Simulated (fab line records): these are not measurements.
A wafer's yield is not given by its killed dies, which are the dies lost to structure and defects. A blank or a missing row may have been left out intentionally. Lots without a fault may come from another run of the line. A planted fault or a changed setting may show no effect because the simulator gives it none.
Problem report in the 8D (eight disciplines) form, filled by code | flow sky130 | the parts of the form that need people (team, actions taken, sign-off) are left out

## 1. THE ISSUE
DNWELL_TW at SKY_DNWELL_TW_MEAS_09 reads a mean of 30 on 6 wafers of 2 lots; wafers without a fault read 1104 with a standard deviation of 7.7. That is -99 or more standard deviations from the usual mean.
First seen on wafer L814.1, day 4 18:04, on film_metro-02. Wafers with a number at this step in the record: 42, from 14 lots. Rule for "out" (also "out of limits"): further than 4 standard deviations from the usual mean. Any other wafer with a number is counted as sound.

## 2. WHAT IT IS, WHAT IT ISN'T
question                    | is                           | is not
which readings at this step | DNWELL_TW                    | -
which lots                  | L814, L815                   | L809, L810, L812, L818, L822, L823, L824, L825, L827, L828, L829, L830
which wafers of those lots  | all that have a number       | -
read on which gauges        | film_metro-01, film_metro-02 | film_metro-04
when                        | from day 4 18:04             | up to then (9 sound wafers); but 27 sound wafers of L818, L822, L823, L824, L825, L827, L828, L829, L830 came after

## 3. THE SUSPECTS, EACH WITH WHAT RULES IT OUT
Counting: any tool at a process step up to the reading is kept as a suspect provided that every lot that is out went through it and no sound lot did after the first of them.
- the gauge at SKY_DNWELL_TW_MEAS_09: ruled out. 2 gauges (film_metro-01, film_metro-02) read the wafers that are out.
- litho_track-01 at SKY_DNWELL_DEVELOP_06 (develop time 60 s): ruled out as a lasting fault. After its first lot that is out, L814 (day 4 17:00), sound lots L818, L823 ran on it.
Left after counting: nothing in the record.

## 4. THE CAUSE (what the simulator had put in)
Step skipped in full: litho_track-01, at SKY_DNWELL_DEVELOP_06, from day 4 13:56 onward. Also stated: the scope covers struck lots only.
The count ruled it out by mistake, since the rule takes a fault to strike every lot its tool runs from the start of the fault on, and this one did not do so.

## 5. THE EFFECT CHAIN, in route order
Each row: a reading whose mean over the struck wafers that have a number lies more than 3 standard deviations from the usual. Only readings whose record carries a usual standard deviation are examined. hours: median over the lots of the time between each lot's start at the first step of this table that gives one and its start at this step. sigmas: the change, counted in usual standard deviations.
hours | step                  | reading   | usual | on struck wafers | change | sigmas
0     | SKY_DNWELL_TW_MEAS_09 | DNWELL_TW | 1104  | 30               | -1074  | -99 or more
Readings that are blank on the struck wafers while sound wafers have them: chill_plate_temp_C at SKY_DNWELL_DEVELOP_06; resist_line_temp_C at SKY_DNWELL_DEVELOP_06.
Later steps that measure or inspect, where all struck wafers having a row at the step show a number for every such reading and not one has moved that far: SKY_VT_ADJUST_HVTP_CD_MEAS_07, SKY_VT_ADJUST_NCORE_TW_MEAS_11.

## 6. HOW IT WOULD HAVE BEEN CAUGHT EARLIER
The first out-of-limits reading at a measuring or inspecting step in this record came at day 4 18:04, 4 hours after the fault's start at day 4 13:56.
At SKY_DNWELL_DEVELOP_06 the tool's readings are blank on the struck wafers, where sound wafers have them: an empty tool record is the first sign, and it was there at once.
